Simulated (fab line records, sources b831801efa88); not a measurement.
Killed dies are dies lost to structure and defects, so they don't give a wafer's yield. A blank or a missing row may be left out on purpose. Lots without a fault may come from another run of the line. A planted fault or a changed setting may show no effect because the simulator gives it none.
fab line records | flow sky130
record lots=13 wafers=39 last_day=50
route steps=708 shown VT_ADJUST_HVTP@92 VT_ADJUST_HVTR@138 VT_ADJUST_PCH@145 SONOS_TUNNEL@161 PAD_OPEN@708
lots that met no fault: from a run of the same line without faults
start_h: hours from the record's first day to the start of the lot's first wafer shown | wait_h: hours since the lot's step before | " the same as in the row above | L1.1+2: a row that stands for several wafers | - no value, or no start given | * or withheld: withheld | < > ~ a bound
route shown NAME@n: a module of which the file shows steps, and the number in the route of the first | usual: mean/standard deviation of fault-free wafers | same: alike in all rows | chamber/n: place in a boat | sites: the reading at each site | _std_site: their standard deviation | _edge_site: outer sites' mean less inner sites' | radius_mm: how far each site lies from the wafer's centre | mask NAME#n: copy n | behind: the tool/chamber that last shaped the wafer | hold: why the lot was held/for how many hours/how that ended | device: the transistor (n, p or np) that didn't switch | end of line: the same wafers' tests at the end of the route | a step without rows: its recipe alone | killed: dies lost to structure and defects at the first sort, not the wafer's yield | map: a wafer's dies, x killed, . not, _ none there
set.NAME: the setting as run; set.NAME@STEP: as run at that earlier step | model.NAME: the simulator's own value behind a step, which no gauge read
steps of the route over a sample of lots; a table a step, a row a wafer
services: from which hour (start_h, from the record's first day; less than 0 if before it) a tool's chamber was out of use, for how many hours, and why
## steps
# step SKY_VT_ADJUST_HVTP_CD_MEAS_07
# recipe target_cd_nm=380
# usual cd_nm=380.1/2.5
# columns lot.wafer tool chamber start_h wait_h cd_nm
L740.2 cd_sem-01 - 120.04 0.1 376.6
L740.4 " - " " 377.9
L740.6 " - " " 377.2
L741.2 cd_sem-02 - 125.49 0.1 383.2
L741.3 " - " " 380.3
L741.6 " - " " 381.0
L742.3 cd_sem-02 - 130.83 0.1 376.5
L742.4 " - " " 378.3
L742.5 " - " " 376.4
L744.1 cd_sem-02 - 145.32 0.1 381.5
L744.2 " - " " 382.3
L744.6 " - " " 382.6
L745.2 cd_sem-02 - 148.21 0.1 379.8
L745.4 " - " " 377.5
L745.5 " - " " 380.7
L746.1 cd_sem-01 - 156.04 0.1 379.6
L746.3 " - " " 379.8
L746.6 " - " " 379.4
L747.3 cd_sem-02 - 164.38 0.1 380.6
L747.4 " - " " 382.0
L747.5 " - " " 379.4
L755.2 cd_sem-02 - 228.44 0.1 377.1
L755.5 " - " " 377.7
L755.6 " - " " 378.5
L754.3 cd_sem-02 - 229.88 0.1 382.1
L754.4 " - " " 381.9
L754.6 " - " " 381.2
L757.1 cd_sem-02 - 245.58 0.1 381.1
L757.5 " - " " 380.5
L757.6 " - " " 381.9
L761.1 cd_sem-02 - 266.07 0.1 377.7
L761.3 " - " " 377.7
L761.4 " - " " 376.2
L760.1 cd_sem-02 - 266.67 0.1 378.3
L760.2 " - " " 382.3
L760.3 " - " " 380.2
L763.1 cd_sem-01 - 283.48 0.1 379.8
L763.3 " - " " 381.0
L763.6 " - " " 378.8
# step SKY_VT_ADJUST_HVTR_CD_MEAS_07
# recipe target_cd_nm=380
# usual cd_nm=379.8/2.5
# columns lot.wafer tool chamber start_h wait_h cd_nm
L740.2 cd_sem-01 - 195.06 0.1 376.3
L740.4 " - " " 379.0
L740.6 " - " " 378.3
L741.2 cd_sem-02 - 200.90 0.1 382.4
L741.3 " - " " 377.7
L741.6 " - " " 378.3
L742.3 cd_sem-01 - 207.37 0.1 384.2
L742.4 " - " " 386.4
L742.5 " - " " 383.8
L744.1 cd_sem-02 - 225.44 0.1 378.0
L744.2 " - " " 378.7
L744.6 " - " " 376.1
L745.2 cd_sem-02 - 229.65 0.1 381.2
L745.4 " - " " 380.0
L745.5 " - " " 379.2
L746.1 cd_sem-02 - 238.34 0.1 381.5
L746.3 " - " " 381.0
L746.6 " - " " 381.9
L747.3 cd_sem-01 - 250.14 0.2 380.1
L747.4 " - " " 380.1
L747.5 " - " " 379.3
L755.2 cd_sem-01 - 327.97 0.2 381.4
L755.5 " - " " 377.5
L755.6 " - " " 382.1
L754.3 cd_sem-01 - 329.38 0.1 377.4
L754.4 " - " " 378.0
L754.6 " - " " 377.7
L757.1 cd_sem-01 - 347.19 0.1 381.9
L757.5 " - " " 381.7
L757.6 " - " " 383.0
L761.1 cd_sem-02 - 372.32 0.1 374.5
L761.3 " - " " 376.4
L761.4 " - " " 376.0
L760.1 cd_sem-02 - 373.83 0.1 379.8
L760.2 " - " " 379.1
L760.3 " - " " 380.0
L763.1 cd_sem-01 - 393.64 0.1 384.2
L763.3 " - " " 382.3
L763.6 " - " " 381.1
# step SKY_VT_ADJUST_PCH_COAT_02
# recipe spin_rpm=2000 resist_thk_nm=3000
# usual exhaust_pa=45.1/0.87
# columns lot.wafer tool chamber start_h wait_h exhaust_pa
L740.2 litho_track-03 0 205.61 0.1 44.4
L740.4 " 0 " " 45.8
L740.6 " 0 " " 44.4
L741.2 litho_track-01 0 210.92 0.1 44.9
L741.3 " 0 " " 44.7
L741.6 " 0 " " 47.1
L742.3 litho_track-02 0 218.72 0.1 46.1
L742.4 " 0 " " 43.9
L742.5 " 0 " " 46.3
L744.1 litho_track-01 0 237.04 0.1 45.5
L744.2 " 0 " " 44.4
L744.6 " 0 " " 44.7
L745.2 litho_track-02 0 240.60 0.1 45.3
L745.4 " 0 " " 46.1
L745.5 " 0 " " 45.4
L746.1 litho_track-01 0 250.94 0.1 46.0
L746.3 " 0 " " 46.6
L746.6 " 0 " " 46.2
L747.3 litho_track-02 0 261.87 0.1 43.8
L747.4 " 0 " " 45.1
L747.5 " 0 " " 43.8
L755.2 litho_track-03 0 341.21 0.1 44.1
L755.5 " 0 " " 44.8
L755.6 " 0 " " 45.2
L754.3 litho_track-03 0 342.53 0.1 46.2
L754.4 " 0 " " 46.1
L754.6 " 0 " " 45.9
L757.1 litho_track-01 0 361.74 0.1 43.9
L757.5 " 0 " " 44.6
L757.6 " 0 " " 45.2
L761.1 litho_track-02 0 386.62 0.1 44.1
L761.3 " 0 " " 44.7
L761.4 " 0 " " 44.8
L760.1 litho_track-02 0 388.92 0.1 45.6
L760.2 " 0 " " 45.9
L760.3 " 0 " " 43.8
L763.1 litho_track-01 0 407.84 0.1 45.8
L763.3 " 0 " " 46.1
L763.6 " 0 " " 46.7
# step SKY_VT_ADJUST_PCH_STRIP_09
# recipe chemistry=O2/N2 power_w=1400 pressure_mtorr=1500 platen_temp_c=withheld o2_flow_sccm=3000 n2_flow_sccm=300 overash_fraction=0.5
# usual drypump_motor_current_A=5.69/0.3 oes_product_au=0.722/0.0045 strip_time_to_endpoint_s=36.88/0.09
# columns lot.wafer tool chamber start_h wait_h drypump_motor_current_A oes_product_au rf_hours_counter_h strip_time_to_endpoint_s
L740.2 plasma_asher-03 0 216.06 0.1 5.22 0.726 10 36.79
L740.4 " 1 " " 5.57 0.719 - 36.70
L740.6 " 0 " " 5.17 0.724 - 36.80
L741.2 plasma_asher-02 1 222.53 0.1 6.11 0.717 40 36.72
L741.3 " 0 " " 5.96 0.721 - 36.87
L741.6 " 0 " " 5.95 0.722 - 36.75
L742.3 plasma_asher-03 0 230.35 0.1 5.21 0.723 - 36.86
L742.4 " 1 " " 5.56 0.730 - 36.78
L742.5 " 1 " " 5.54 0.717 - 36.76
L744.1 plasma_asher-02 1 249.91 0.1 6.08 0.733 43 36.99
L744.2 " 0 " " 5.97 0.725 43 36.97
L744.6 " 1 " " 6.08 0.725 - 36.91
L745.2 plasma_asher-03 1 253.02 0.1 5.57 0.723 13 36.87
L745.4 " 1 " " 5.54 0.726 - 36.88
L745.5 " 0 " " 5.24 0.719 - 36.92
L746.1 plasma_asher-03 0 263.03 0.1 5.23 0.722 14 37.01
L746.3 " 1 " " 5.59 0.726 - 36.99
L746.6 " 1 " " 5.57 0.723 - 36.86
L747.3 plasma_asher-03 1 274.55 0.1 5.59 0.729 - 36.79
L747.4 " 0 " " 5.22 0.717 - 36.83
L747.5 " 0 " " 5.17 0.720 - 36.86
L755.2 plasma_asher-02 1 355.46 0.1 6.10 0.722 53 37.76
L755.5 " 0 " " 5.94 0.722 - 37.67
L755.6 " 1 " " 6.09 0.723 - 37.56
L754.3 plasma_asher-04 0 356.80 0.1 5.75 0.722 - 37.84
L754.4 " 1 " " 5.70 0.727 - 37.78
L754.6 " 1 " " 5.71 0.721 - 37.74
L757.1 plasma_asher-03 0 376.42 0.1 5.24 0.718 25 36.93
L757.5 " 1 " " 5.55 0.726 - 37.02
L757.6 " 0 " " 5.23 0.728 - 36.99
L761.1 plasma_asher-02 0 401.13 0.1 5.97 0.720 58 36.89
L761.3 " 1 " " 6.08 0.721 - 36.86
L761.4 " 0 " " 5.96 0.728 - 36.82
L760.1 plasma_asher-04 0 403.46 0.1 5.79 0.722 71 36.86
L760.2 " 1 " " 5.71 0.716 71 36.88
L760.3 " 1 " " 5.71 0.725 - 36.80
L763.1 plasma_asher-03 0 423.68 0.1 5.24 0.725 30 37.03
L763.3 " 0 " " 5.26 0.727 - 36.98
L763.6 " 1 " " 5.51 0.727 - 36.87
# step SKY_SONOS_TUNNEL_CD_MEAS_07
# recipe target_cd_nm=410
# usual cd_nm=410.1/2.1
# columns lot.wafer tool chamber start_h wait_h cd_nm
L740.2 cd_sem-01 - 238.06 0.1 408.9
L740.4 " - " " 411.0
L740.6 " - " " 409.2
L741.2 cd_sem-01 - 245.90 0.1 407.2
L741.3 " - " " 408.7
L741.6 " - " " 407.3
L742.3 cd_sem-01 - 253.17 0.1 407.5
L742.4 " - " " 406.5
L742.5 " - " " 408.7
L744.1 cd_sem-02 - 273.98 0.1 409.6
L744.2 " - " " 413.2
L744.6 " - " " 412.9
L745.2 cd_sem-02 - 276.65 0.1 408.7
L745.4 " - " " 408.1
L745.5 " - " " 410.3
L746.1 cd_sem-01 - 287.29 0.1 412.4
L746.3 " - " " 413.0
L746.6 " - " " 413.3
L747.3 cd_sem-01 - 299.83 0.1 406.7
L747.4 " - " " 407.1
L747.5 " - " " 405.2
L755.2 cd_sem-01 - 383.95 0.1 412.2
L755.5 " - " " 412.0
L755.6 " - " " 412.1
L754.3 cd_sem-01 - 385.42 0.1 410.0
L754.4 " - " " 411.1
L754.6 " - " " 408.3
L757.1 cd_sem-01 - 405.53 0.1 410.8
L757.5 " - " " 410.4
L757.6 " - " " 412.1
L761.1 cd_sem-02 - 431.24 0.1 411.5
L761.3 " - " " 413.3
L761.4 " - " " 410.6
L760.1 cd_sem-02 - 433.73 0.1 406.8
L760.2 " - " " 408.6
L760.3 " - " " 405.4
L763.1 cd_sem-01 - 453.99 0.1 407.8
L763.3 " - " " 407.6
L763.6 " - " " 407.3
# step SKY_PAD_OPEN_PROBE_99
# usual killed_at_M0_to_M3=44/7.3 killed_at_M4_up=3.2/1.8 killed_at_contacts=24/5.4 killed_at_front_end=16/4.4 killed_at_other=0.3/0.48 killed_dies=86/9.5 killed_open=47/7.7 killed_short=39/6.4
# same gross_dies=492 killed_at_back_side=0
# columns lot.wafer tool chamber start_h wait_h killed_at_M0_to_M3 killed_at_M4_up killed_at_contacts killed_at_front_end killed_at_other killed_dies killed_open killed_short
L745.2 prober-01 - 1097.62 0.1 42 10 23 18 0 93 42 51
L745.4 prober-01 - 1097.72 0.2 40 0 14 20 0 74 46 28
L745.5 prober-01 - 1097.77 0.2 48 3 25 18 1 95 54 41
L755.2 prober-02 - 1176.44 0.1 57 6 26 18 0 107 51 56
L755.5 prober-02 - 1176.59 0.2 43 0 18 16 0 77 44 33
L755.6 prober-02 - 1176.64 0.2 38 4 21 21 0 84 40 44
L754.3 prober-02 - 1178.71 0.2 34 3 17 9 1 64 21 43
L754.4 prober-02 - 1178.76 0.2 39 4 18 25 2 88 44 44
L754.6 prober-02 - 1178.86 0.2 45 3 19 19 0 86 34 52
L757.6 prober-01 - 1185.36 0.2 37 4 30 14 0 85 40 45
# killed by level:class
L745.2 METAL4:geometric_particle:short=9 CONTACT:geometric_particle:open=8 VIA1:geometric_particle:open=8 METAL2:geometric_particle:short=7 VIA2:geometric_particle:open=7 LI_CONTACT:geometric_particle:open=6 CONTACT:geometric_particle:short=6 FIELD_ISO:geometric_particle:open=5
L745.4 VIA1:geometric_particle:open=10 VIA3:geometric_particle:open=6 LI_CONTACT:geometric_particle:open=5 VIA1:geometric_particle:short=5 VIA2:geometric_particle:open=5 FIELD_ISO:geometric_particle:open=4 FIELD_ISO:geometric_particle:short=4 POLY_GATE:geometric_particle:open=4
L745.5 VIA1:geometric_particle:open=11 LI_CONTACT:geometric_particle:open=9 VIA3:geometric_particle:open=9 VIA1:geometric_particle:short=6 CONTACT:geometric_particle:open=6 POLY_GATE:geometric_particle:short=5 LOCAL_INTERCONNECT:geometric_particle:short=5 FIELD_ISO:geometric_particle:open=4
L755.2 VIA3:geometric_particle:short=11 VIA2:geometric_particle:open=10 CONTACT:geometric_particle:open=8 LI_CONTACT:geometric_particle:open=7 VIA1:geometric_particle:open=7 LI_CONTACT:geometric_particle:short=6 FIELD_ISO:geometric_particle:short=5 METAL1:geometric_particle:short=5
L755.5 VIA1:geometric_particle:open=13 LI_CONTACT:geometric_particle:open=7 VIA1:geometric_particle:short=7 FIELD_ISO:geometric_particle:short=6 POLY_GATE:geometric_particle:open=6 VIA2:geometric_particle:open=5 METAL1:geometric_particle:short=4 VIA3:geometric_particle:open=4
L755.6 VIA1:geometric_particle:open=10 LI_CONTACT:geometric_particle:open=9 METAL1:geometric_particle:short=7 LOCAL_INTERCONNECT:geometric_particle:short=6 FIELD_ISO:geometric_particle:open=5 FIELD_ISO:geometric_particle:short=5 POLY_GATE:geometric_particle:short=5 VIA1:geometric_particle:short=5
L754.3 METAL1:geometric_particle:short=10 LOCAL_INTERCONNECT:geometric_particle:short=7 VIA1:geometric_particle:open=6 VIA1:geometric_particle:short=5 LI_CONTACT:geometric_particle:open=4 POLY_GATE:geometric_particle:short=3 METAL2:geometric_particle:short=3 VIA3:geometric_particle:short=3
L754.4 VIA1:geometric_particle:open=9 POLY_GATE:geometric_particle:short=7 FIELD_ISO:geometric_particle:open=6 CONTACT:geometric_particle:open=6 VIA3:geometric_particle:open=6 LI_CONTACT:geometric_particle:open=5 METAL2:geometric_particle:short=5 VIA1:geometric_particle:short=5
L754.6 METAL1:geometric_particle:short=10 VIA1:geometric_particle:open=9 VIA1:geometric_particle:short=7 FIELD_ISO:geometric_particle:short=6 CONTACT:geometric_particle:short=5 LI_CONTACT:geometric_particle:open=5 CONTACT:geometric_particle:open=5 METAL2:geometric_particle:short=5
L757.6 CONTACT:geometric_particle:open=10 VIA1:geometric_particle:open=7 LI_CONTACT:geometric_particle:short=6 FIELD_ISO:geometric_particle:open=5 LI_CONTACT:geometric_particle:open=5 METAL1:geometric_particle:short=5 VIA2:geometric_particle:short=5 METAL4:geometric_particle:short=4
## services
# columns tool chamber start_h hours kind
plasma_asher-04 - 257.49 4.1 repair
plasma_asher-03 - 287.31 7.6 repair
plasma_asher-04 - 304.95 5.3 repair
plasma_asher-04 - 378.98 4.0 pm
plasma_asher-04 - 405.54 2.8 pm
plasma_asher-04 - 421.25 9.0 pm
plasma_asher-04 0 421.25 9.0 vent_cycle
plasma_asher-04 1 421.25 9.0 vent_cycle
## key
first_sign step=SKY_VT_ADJUST_PCH_STRIP_09 reading=strip_time_to_endpoint_s direction=up sigmas=9.3 usual=* struck=*
effect none on later readings
met_at SKY_VT_ADJUST_PCH_COAT_02
struck_lots L754,L755
tester_left_out L754,L755
not_acting_at SKY_VT_ADJUST_HVTP_CD_MEAS_07,SKY_VT_ADJUST_HVTR_CD_MEAS_07,SKY_SONOS_TUNNEL_CD_MEAS_07
onset_between 205.61 341.21
fault kind=process_parameter_drift tool=litho_track-03 chamber=- onset_h=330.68 steps=SKY_VT_ADJUST_PCH_COAT_02 channel=resist_thk_nm offset=65.637 shape=step end_h=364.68 acts_in=these_recipes_only stated=3000
# tester_left_out: of these lots the tester's yield and bins aren't shown, on N5 and GAA mostly nor the transistor test; their killed dies are dies lost to structure and defects alone, not to doping, threshold or leakage, so they don't give the yield
